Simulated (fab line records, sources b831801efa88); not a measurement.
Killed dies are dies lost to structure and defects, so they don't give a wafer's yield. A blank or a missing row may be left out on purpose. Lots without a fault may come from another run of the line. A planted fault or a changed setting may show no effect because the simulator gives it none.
Problem report in the 8D (eight disciplines) form, filled by code | flow sky130 | the parts of the form that need people (team, actions taken, sign-off) are left out

1. THE PROBLEM
killed_at_M0_to_M3 at SKY_PAD_OPEN_PROBE_99 reads a mean of 82 on 2 wafers of 2 lots; wafers without a fault read 44 with a standard deviation of 6.9. That is +5.5 standard deviations from the usual mean.
First seen on wafer L627.5, day 50 08:08, on prober-02. The record holds 6 wafers of 2 lots with a number at this step. Rule for "out", or "out of limits": more than 4 standard deviations from the usual mean. The other wafers with a number count as sound.

2. WHAT IT IS AND WHAT IT IS NOT
question                    | is                 | is not
which readings at this step | killed_at_M0_to_M3 | killed_at_M4_up, killed_at_contacts, killed_at_other, killed_open, killed_short, sort_bin_6_memory
which lots                  | L627, L630         | -
which wafers of those lots  | L627.5, L630.3     | L627.1, L627.3, L630.2, L630.4
read on which tools         | prober-02          | -
when                        | from day 50 08:08  | up to then (2 sound wafers); but 2 sound wafers of L630 came after

3. SUSPECTS, AND WHAT RULES EACH OUT
Counting: a tool at a process step up to the reading stays a suspect if it ran every lot that is out. Sound lots after the first of them don't rule it out here, since some wafers of a struck lot are sound.
- pvd_sputter-01 at SKY_METAL3_SPUTTER_03 (material Ti, target thk 5 nm, time 3.3 s): kept. It ran every lot that is out, first L627 (day 42 07:36).
- rie_diel-01 at SKY_VIA3_ETCH_15 (etches SiO2 in C4F8/O2/Ar, stops on TiN, target depth 507 nm, time 78 s): kept. It ran every lot that is out, first L627 (day 45 04:58).
- prober-02 at SKY_PAD_OPEN_PROBE_99: kept. It ran every lot that is out, first L627 (day 50 07:56). Its own readings are out on those wafers: killed_at_M0_to_M3.
Left after counting: pvd_sputter-01 at SKY_METAL3_SPUTTER_03, rie_diel-01 at SKY_VIA3_ETCH_15, prober-02 at SKY_PAD_OPEN_PROBE_99.

4. THE CAUSE (what the simulator had put in)
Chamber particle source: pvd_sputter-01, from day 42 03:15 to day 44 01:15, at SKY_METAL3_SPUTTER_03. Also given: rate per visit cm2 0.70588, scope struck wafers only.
Counting left 3 suspects, and this tool is among them.

5. THE CHAIN OF EFFECTS, in route order
Each row: a reading whose mean over the struck wafers that have a number lies more than 3 standard deviations from the usual. Only readings for which the record gives a usual standard deviation are gone through. hours: the time from each lot's start at the first step in this table that gives one to its start at this step, as a median over the lots. sigmas: the change in usual standard deviations.
hours | step                  | reading              | usual  | on struck wafers | change | sigmas
0     | SKY_PAD_OPEN_PROBE_99 | defect_limited_yield | 82.4 % | 75.4             | -7.0   | -4.1
0     | SKY_PAD_OPEN_PROBE_99 | killed_at_M0_to_M3   | 44     | 82               | +38    | +5.5
0     | SKY_PAD_OPEN_PROBE_99 | killed_dies          | 86     | 121              | +35    | +4.2
0     | SKY_PAD_OPEN_PROBE_99 | sort_bin_3_pad_short | 0.9 %  | 2.4              | +1.5   | +3.8
0     | SKY_PAD_OPEN_PROBE_99 | sort_bin_5_function  | 10.4 % | 15.1             | +4.7   | +3.2
0     | SKY_PAD_OPEN_PROBE_99 | sort_n_pass          | 406    | 371              | -35    | -4.2
0     | SKY_PAD_OPEN_PROBE_99 | sort_yield_pct       | 82.4 % | 75.4             | -7.0   | -4.1
The process steps in it:
- SKY_PAD_OPEN_PROBE_99

6. WHAT WOULD HAVE CAUGHT IT SOONER
In this record the first reading out of limits was taken at day 50 08:08, 197 hours after the fault began at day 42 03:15.
Of the tool readings at SKY_METAL3_SPUTTER_03 for which the record gives a usual standard deviation, none was out on any struck wafer, so an alarm limit of 4 standard deviations on them would not have fired.
All the lots that are out (2) had begun SKY_METAL3_SPUTTER_03 on pvd_sputter-01 by day 50 08:08. A hold on the tool at that time would have spared none of them.
